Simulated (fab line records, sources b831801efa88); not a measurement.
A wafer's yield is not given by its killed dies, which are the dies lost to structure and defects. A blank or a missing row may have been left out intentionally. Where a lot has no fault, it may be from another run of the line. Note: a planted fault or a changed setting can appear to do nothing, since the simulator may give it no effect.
fab line records	flow sky130
record: lots: 5	wafers: 14	last_day: 50
route steps=708 shown METAL1@446 VIA1@458
lots that met no fault: from a run of the same line without faults
start_h: hours from the record's first day to the start of the lot's first wafer shown	wait_h: hours since the lot's step before	" identical to the entry in the row above	L1.1+2: several wafers, shown together as one row	- no value present, or no start provided	* or withheld: withheld	< > ~ a bound
route shown NAME@n: a module of which the file shows steps, and the number in the route of the first	usual: mean/standard deviation taken from wafers without a fault	same: alike in all rows	chamber/n: place in a boat	sites: per-site readings	_std_site: the values' standard deviation	_edge_site: the outer-site mean with the inner-site mean subtracted	radius_mm: for every site, how far away it sits from the centre of the wafer	mask NAME#n: copy n	behind: the tool/chamber that last shaped the wafer	hold: what put the lot on hold/how long, in hours/how the hold closed	device: the transistor (n, p or np) that didn't switch	end of line: the tests these same wafers got at the end of their route	a step with no rows: only its recipe	killed: count of dies lost to structure and defects at first sort (not the wafer's yield)	map: dies across one wafer; x = killed, . = not, _ = none there
set.NAME: the setting that was run; set.NAME@STEP: the one run at that earlier step	model.NAME: the simulator's own value behind a step, which no gauge read
lots seen at some steps along the route; tables by step, rows by wafer
services: a tool's chamber out of use, with start hour (start_h, from the record's first day; less than 0 if before it), hours out, and reason
== steps ==
step: SKY_METAL1_EXPOSE_12
recipe: mask_id: MM1	na: 0.8	source_shape: annular	sigma_inner: 0.55	sigma_outer: 0.85	target_cd_nm: 140	dose_mj: 28
step: SKY_METAL1_PEB_13
recipe: peb_temp_c: withheld	peb_time_s: withheld	resist: KrF-thick
step: SKY_METAL1_DEVELOP_14
recipe: develop_time_s: 60	resist: KrF-thick	dev_temp_c: 21
step: SKY_METAL1_CD_MEAS_15
recipe: target_cd_nm: 140
usual: cd_nm: 139.4/1.6
lot.wafer	tool	chamber	start_h	wait_h	cd_nm
L116.3	cd_sem-02	-	821.58	-	139.4
L116.4	"	-	"	"	139.0
L124.2	cd_sem-02	-	879.71	-	139.8
L124.4	"	-	"	"	138.8
L124.5	"	-	"	"	139.6
L125.2	cd_sem-01	-	886.11	-	141.5
L125.5	"	-	"	"	141.1
L125.6	"	-	"	"	141.9
L128.1	cd_sem-01	-	909.74	-	142.5
L128.4	"	-	"	"	141.4
L128.6	"	-	"	"	142.7
L132.2	cd_sem-01	-	942.61	-	138.1
L132.3	"	-	"	"	139.6
L132.6	"	-	"	"	139.1
step: SKY_METAL1_OVL_MEAS_16
usual: METAL1_OVL: -6/5.6
lot.wafer	tool	chamber	start_h	wait_h	METAL1_OVL[nm]
L116.3	overlay-01	-	821.67	0.1	-15
L116.4	"	-	"	"	-8
L124.2	overlay-02	-	879.81	0.1	-7
L124.4	"	-	"	"	-7
L124.5	"	-	"	"	-11
L125.2	overlay-01	-	886.21	0.1	-10
L125.5	"	-	"	"	-17
L125.6	"	-	"	"	-5
L128.1	overlay-01	-	909.86	0.1	3
L128.4	"	-	"	"	-6
L128.6	"	-	"	"	-3
L132.2	overlay-02	-	942.72	0.1	-3
L132.3	"	-	"	"	2
L132.6	"	-	"	"	-5
step: SKY_METAL1_DESCUM_17
recipe: chemistry: O2	source_power_w: 150	bias_power_w: 0	pressure_mtorr: 10	temp_c: 40	time_s: 8
usual: chamber_pressure_mTorr: 10.001/0.0084	drypump_motor_current_A: 5.68/0.25	oes_product_au: 1.001/0.008
lot.wafer	tool	chamber	start_h	wait_h	chamber_pressure_mTorr	drypump_motor_current_A	oes_product_au	rf_hours_counter_h
L116.3	rie_metal-03	1	821.71	0.0	10.004	5.79	1.007	-
L116.4	"	0	"	"	10.000	5.84	1.012	-
L124.2	rie_metal-03	1	879.86	0.0	9.998	5.80	1.012	-
L124.4	"	1	"	"	9.982	5.79	1.004	-
L124.5	"	1	"	"	9.992	5.79	1.003	-
L125.2	rie_metal-01	0	886.24	0.0	10.000	5.90	0.989	5
L125.5	"	0	"	"	10.008	5.88	0.997	-
L125.6	"	1	"	"	10.003	5.57	0.993	-
L128.1	rie_metal-03	0	909.89	0.0	10.000	5.85	1.005	0
L128.4	"	0	"	"	9.984	5.85	1.005	-
L128.6	"	1	"	"	9.994	5.78	0.998	-
L132.2	rie_metal-01	1	942.75	0.0	10.006	5.54	1.000	1
L132.3	"	0	"	"	10.000	5.87	0.998	-
L132.6	"	0	"	"	9.996	5.90	1.004	-
step: SKY_METAL1_ETCH_18
recipe: chemistry: N2/H2	target: BARC	ion_energy_ev: 200	bias_w: 100	pressure_mtorr: 30	n2_flow_sccm: 100	h2_flow_sccm: 200	icp_w: 500	stop_on: SiO2	time_s: 45.9	target_depth_a: 600
usual: chamber_pressure_mTorr: 29.999/0.026	drypump_motor_current_A: 5.69/0.25	oes_product_au: 0.855/0.005	throttle_valve_pct: 13.225/0.0089
lot.wafer	tool	chamber	start_h	wait_h	chamber_pressure_mTorr	drypump_motor_current_A	oes_product_au	rf_hours_counter_h	throttle_valve_pct
L116.3	rie_metal-03	1	821.75	0.0	30.016	5.80	0.856	-	13.214
L116.4	"	0	"	"	30.003	5.85	0.857	-	13.225
L124.2	rie_metal-03	1	879.93	0.1	29.995	5.80	0.855	-	13.236
L124.4	"	1	"	"	29.995	5.81	0.855	-	13.231
L124.5	"	1	"	"	30.011	5.81	0.852	-	13.221
L125.2	rie_metal-01	0	886.28	0.0	29.972	5.94	0.856	5	13.214
L125.5	"	0	"	"	29.994	5.92	0.860	-	13.230
L125.6	"	1	"	"	29.971	5.59	0.855	-	13.225
L128.1	rie_metal-03	0	909.92	0.0	29.997	5.87	0.843	0	13.217
L128.4	"	0	"	"	29.957	5.88	0.855	-	13.217
L128.6	"	1	"	"	29.999	5.82	0.844	-	13.237
L132.2	rie_metal-01	1	942.78	0.0	29.976	5.57	0.852	1	13.223
L132.3	"	0	"	"	29.976	5.90	0.859	-	13.237
L132.6	"	0	"	"	29.991	5.90	0.860	-	13.193
step: SKY_METAL1_METAL_ETCH_19
recipe: target_depth_a: 3600	stop_on: SiO2	over_etch_frac: 0.3	time_s: 78	chemistry: Cl2/BCl3	resist_sidewall_deg: 88	pressure_mtorr: 10	icp_w: 900	bias_w: 48.5	Cl2_flow_sccm: 60	bcl3_flow_sccm: 30
usual: chamber_pressure_mTorr: 9.999/0.0098	drypump_motor_current_A: 5.68/0.25	oes_product_au: 0.853/0.0057	throttle_valve_pct: 22.264/0.0092
lot.wafer	tool	chamber	start_h	wait_h	chamber_pressure_mTorr	drypump_motor_current_A	oes_product_au	rf_hours_counter_h	throttle_valve_pct
L116.3	rie_metal-03	1	821.82	0.1	10.000	5.79	0.852	-	22.278
L116.4	"	0	"	"	10.003	5.85	0.850	-	22.274
L124.2	rie_metal-03	1	880.06	0.1	10.005	5.79	0.853	-	22.282
L124.4	"	1	"	"	10.009	5.80	0.851	-	22.266
L124.5	"	1	"	"	9.993	5.81	0.857	-	22.280
L125.2	rie_metal-01	0	886.34	0.0	9.986	5.87	0.848	5	22.279
L125.5	"	0	"	"	9.984	5.88	0.849	-	22.244
L125.6	"	1	"	"	9.996	5.54	0.850	-	22.250
L128.1	rie_metal-03	0	909.99	0.0	10.003	5.83	0.865	0	22.257
L128.4	"	0	"	"	9.997	5.85	0.867	-	22.250
L128.6	"	1	"	"	9.974	5.79	0.862	-	22.258
L132.2	rie_metal-01	1	942.84	0.0	9.992	5.55	0.859	1	22.278
L132.3	"	0	"	"	10.001	5.90	0.852	-	22.268
L132.6	"	0	"	"	9.986	5.93	0.859	-	22.261
step: SKY_METAL1_STRIP_20
recipe: chemistry: O2/N2	power_w: 1400	pressure_mtorr: 1500	platen_temp_c: withheld	o2_flow_sccm: 3000	n2_flow_sccm: 300	overash_fraction: 0.5
usual: chamber_pressure_mTorr: 1500.1/1.4	drypump_motor_current_A: 5.6/0.48	oes_product_au: 0.343/0.0045	strip_time_to_endpoint_s: 2.69/0.032
lot.wafer	tool	chamber	start_h	wait_h	chamber_pressure_mTorr	drypump_motor_current_A	oes_product_au	rf_hours_counter_h	strip_time_to_endpoint_s
L116.3	plasma_asher-02	0	821.91	0.1	1499.9	5.9	0.340	-	2.68
L116.4	"	1	"	"	1499.2	6.0	0.343	-	2.64
L124.2	plasma_asher-02	0	880.21	0.1	1500.6	5.9	0.341	45	2.74
L124.4	"	1	"	"	1498.5	6.0	0.343	-	2.70
L124.5	"	1	"	"	1498.0	6.0	0.344	-	2.73
L125.2	plasma_asher-04	1	886.43	0.1	1502.1	5.1	0.337	103	2.68
L125.5	"	1	"	"	1499.3	5.1	0.348	-	2.72
L125.6	"	0	"	"	1498.2	5.2	0.339	-	2.65
L128.1	plasma_asher-04	1	910.08	0.1	1501.2	5.1	0.343	106	2.66
L128.4	"	0	"	"	1499.7	5.2	0.345	-	2.64
L128.6	"	1	"	"	1502.6	5.1	0.338	-	2.67
L132.2	plasma_asher-02	1	942.93	0.1	1500.7	6.0	0.343	51	2.74
L132.3	"	0	"	"	1498.2	5.9	0.344	-	2.73
L132.6	"	0	"	"	1499.5	5.9	0.344	-	2.75
step: SKY_METAL1_STRIP_21
recipe: chemistry: post_etch_residue_remover	time_s: 1200	temp_c: 72.5
step: SKY_METAL1_CLEAN_22
recipe: chemistry: IPA	time_s: 180	temp_c: 25
step: SKY_METAL1_CLEAN_23
recipe: chemistry: O3/DIW	dry: n2_spin
step: SKY_VIA1_HDPCVD_00
recipe: material: SiO2	target_thk_nm: 1030	sigma_open_frac: 0.3	time_s: 171.7	temp_c: 400	sih4_flow_sccm: 60	pressure_mtorr: 6
lot.wafer	tool	chamber	start_h	wait_h	model.SiO2_of_VIA1_HDPCVD_00.thk_nm
L116.3	hdpcvd-02	1	822.48	0.0	1448
L116.4	"	1	"	"	1037
L124.2	hdpcvd-02	0	881.30	0.0	1026
L124.4	"	1	"	"	1041
L124.5	"	2	"	"	1033
L125.2	hdpcvd-02	1	887.43	0.0	1028
L125.5	"	1	"	"	1042
L125.6	"	2	"	"	1024
L128.1	hdpcvd-01	2	910.71	0.0	1031
L128.4	"	2	"	"	1039
L128.6	"	1	"	"	1043
L132.2	hdpcvd-02	0	943.52	0.0	1042
L132.3	"	1	"	"	1030
L132.6	"	1	"	"	1035
step: SKY_VIA1_THK_MEAS_01
recipe: reads: SiO2_of_VIA1_HDPCVD_00
usual: VIA1_HDPCVD_THK: 1034/8.9
lot.wafer	tool	chamber	start_h	wait_h	VIA1_HDPCVD_THK[nm]
L116.3	film_metro-03	-	822.61	0.1	1448
L116.4	"	-	"	"	1037
L124.2	film_metro-03	-	881.42	0.1	1026
L124.4	"	-	"	"	1041
L124.5	"	-	"	"	1034
L125.2	film_metro-04	-	887.55	0.1	1028
L125.5	"	-	"	"	1041
L125.6	"	-	"	"	1024
L128.1	film_metro-02	-	910.82	0.1	1031
L128.4	"	-	"	"	1037
L128.6	"	-	"	"	1043
L132.2	film_metro-03	-	943.64	0.1	1041
L132.3	"	-	"	"	1030
L132.6	"	-	"	"	1035
step: SKY_VIA1_CMP_02
recipe: material: SiO2	down_force_psi: 4	platen_rpm: 60	pad_velocity_m_s: 0.94248
usual: motor_current_A: 11.8/1.1
lot.wafer	tool	chamber	start_h	wait_h	motor_current_A
L116.4	cmp-01	1	822.70	0.1	10.3
L116.3	"	3	"	"	13.5
L124.4	cmp-02	2	881.47	0.0	11.5
L124.2	"	0	"	"	10.6
L124.5	"	3	"	"	12.4
L125.2	cmp-01	2	887.75	0.2	11.2
L125.6	"	3	"	"	13.9
L125.5	"	0	"	"	11.6
L128.1	cmp-01	3	910.88	0.1	13.7
L128.4	"	0	"	"	11.5
L128.6	"	0	"	"	11.3
L132.3	cmp-02	1	943.69	0.0	12.3
L132.2	"	0	"	"	10.4
L132.6	"	2	"	"	11.8
== services ==
tool	chamber	start_h	hours	kind
cmp-02	-	812.36	0.7	repair
cmp-02	-	813.61	0.7	repair
cmp-02	-	818.84	4.5	repair
hdpcvd-01	-	828.69	2.8	pm
cmp-02	-	829.30	10.2	pm
cmp-02	-	840.83	2.5	repair
hdpcvd-02	1	849.22	19.8	repair
hdpcvd-01	-	855.02	2.8	repair
cmp-01	-	855.69	1.4	repair
plasma_asher-02	-	863.32	0.7	repair
cmp-02	-	863.40	0.8	repair
rie_metal-03	0	878.02	-	clean
rie_metal-03	0	878.02	22.2	scheduled_down
rie_metal-03	0	878.02	22.2	vent_cycle
hdpcvd-02	-	881.68	1.6	repair
rie_metal-01	-	888.76	1.3	repair
cmp-01	-	894.98	3.8	repair
plasma_asher-02	-	895.49	0.8	repair
hdpcvd-01	-	908.22	1.1	repair
cmp-02	-	909.80	1.5	repair
cmp-02	-	912.11	4.0	pm
rie_metal-01	1	912.92	-	clean
rie_metal-01	1	912.92	15.0	scheduled_down
rie_metal-01	1	912.92	15.0	vent_cycle
== key ==
first_sign: step: SKY_VIA1_THK_MEAS_01	reading: VIA1_HDPCVD_THK	direction: up	sigmas: 46	usual: 1034	struck: 1448
effect none on later readings
model_effect: step: SKY_VIA1_HDPCVD_00	value: SiO2_of_VIA1_HDPCVD_00.thk_nm	without: 1031	struck: 1448
met_at SKY_VIA1_HDPCVD_00
struck_wafers L116.3
fault: kind: process_parameter_drift	tool: hdpcvd-02	chamber: -	onset_h: 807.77	steps: SKY_VIA1_HDPCVD_00	channel: target_thk_nm	offset: 416.47	shape: step	end_h: 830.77	scope: struck_wafers_only	acts_in: these_recipes_only	stated: 1030
